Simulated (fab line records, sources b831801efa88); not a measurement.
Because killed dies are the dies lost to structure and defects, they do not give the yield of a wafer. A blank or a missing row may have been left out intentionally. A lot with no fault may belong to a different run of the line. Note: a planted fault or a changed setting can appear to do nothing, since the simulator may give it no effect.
A struck lot beside a sound one -- flow sky130 -- 15 out of 708 route steps
Sound: the wafers L463.4, L463.5, L463.6. Wafers L473.1, L473.2, L473.3 were the ones struck. The cause comes at the end.
Per side, at each step with rows, come the tool, then ch with its chambers, and then its first start. Under that, the readings that differ: sound wafers -- struck wafers -- difference of the means -- sigmas: that difference in standard deviations of wafers without a fault.
alike: a reading whose means differ by less than 2 such deviations, as well as words and numbers matching on both sides. not compared: withheld readings; readings where some wafer has no value; bounds like >300 that might hide an equal value; numbers whose values overlap and for which the record gives no deviation.
Wherever a step has rows on one side only, a row that says differs or no value, or a row with sigmas, the two part there. When numbers do not overlap yet have no deviation, they are printed without sigmas and do not part them. A reading that every wafer of one side lacks parts them only if that side has two wafers or more.

first, 4 steps without rows for these wafers: SKY_POLY_CUT_SOFTBAKE_04 (time 90 s); SKY_POLY_CUT_EXPOSE_05 (exposes mask NPCM, target cd 270 nm); SKY_POLY_CUT_PEB_06; SKY_POLY_CUT_DEVELOP_07 (develop time 60 s).
SKY_POLY_CUT_CD_MEAS_08 targets a cd of 270 nm.
  sound on cdSem-02, day 25 19:05; struck on cdSem-01, day 29 09:56
  alike: cdNm
SKY_POLY_CUT_OVL_MEAS_09:
  sound on overlay-01, day 25 19:10; struck on overlay-02, day 29 10:03
  alike: POLY_CUT_OVL
SKY_POLY_CUT_ETCH_10: etches BARC in N2/H2, stops on SiO2, time 45.9 s, target depth 60 nm.
  sound on rieDiel-04 ch 0,3, day 25 19:11; struck on rieDiel-01 ch 1,2,3, day 29 10:05
  alike: drypumpMotorCurrentA, h2FlowSccm, oesProductAu, throttleValvePct
  not compared: rfHoursCounterH
SKY_POLY_CUT_ETCH_11: etches Si3N4 in CF4/CH2F2/Ar, stops on poly-Si, time 42.5 s, target depth 60 nm.
  sound on rieDiel-04 ch 0,3, day 25 19:13; struck on rieDiel-01 ch 1,2,3, day 29 10:08
  alike: drypumpMotorCurrentA, oesProductAu, throttleValvePct
  not compared: rfHoursCounterH
SKY_POLY_CUT_STRIP_12: strips in O2/N2.
  sound on plasmaAsher-03 ch 0,1, day 25 19:17; struck on plasmaAsher-01 ch 0,1, day 29 10:10
  alike: drypumpMotorCurrentA, oesProductAu, stripTimeToEndpointS
  not compared: rfHoursCounterH
then, 3 steps without rows for these wafers: SKY_SD_P_DEHYDRATE_00 (time 60 s); SKY_SD_P_HMDS_01 (prime time 60 s); SKY_SD_P_COAT_02 (resist thk 1140 nm).
SKY_SD_P_SOFTBAKE_03: time 60 s.
  sound on lithoTrack-01 ch 0, day 26 09:10; struck on lithoTrack-01 ch 0, day 30 00:15
reading,sound,struck,difference,sigmas
runLengthS (s),89.45 89.60 89.45,97.33 97.19 97.19,+7.74,+28
then, 1 step without rows for these wafers: SKY_SD_P_EXPOSE_04 (exposes mask PSDM, target cd 380 nm).
-- a jump in the record: the struck wafers' starts before and after are 19 days apart (it breaks off in module SD_P and resumes in module PAD_OPEN, where the first step shown is number 708 of the route) --
SKY_PAD_OPEN_PROBE_99:
  record: rows for the struck wafers here (prober-02, day 49 07:23), none for the sound ones

WHERE THEY PART
Last at SKY_PAD_OPEN_PROBE_99 as far as this record goes, first at SKY_SD_P_SOFTBAKE_03.

WHY: what had been put in by the simulator
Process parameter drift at SKY_SD_P_SOFTBAKE_03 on lithoTrack-01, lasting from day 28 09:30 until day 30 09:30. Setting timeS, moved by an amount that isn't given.
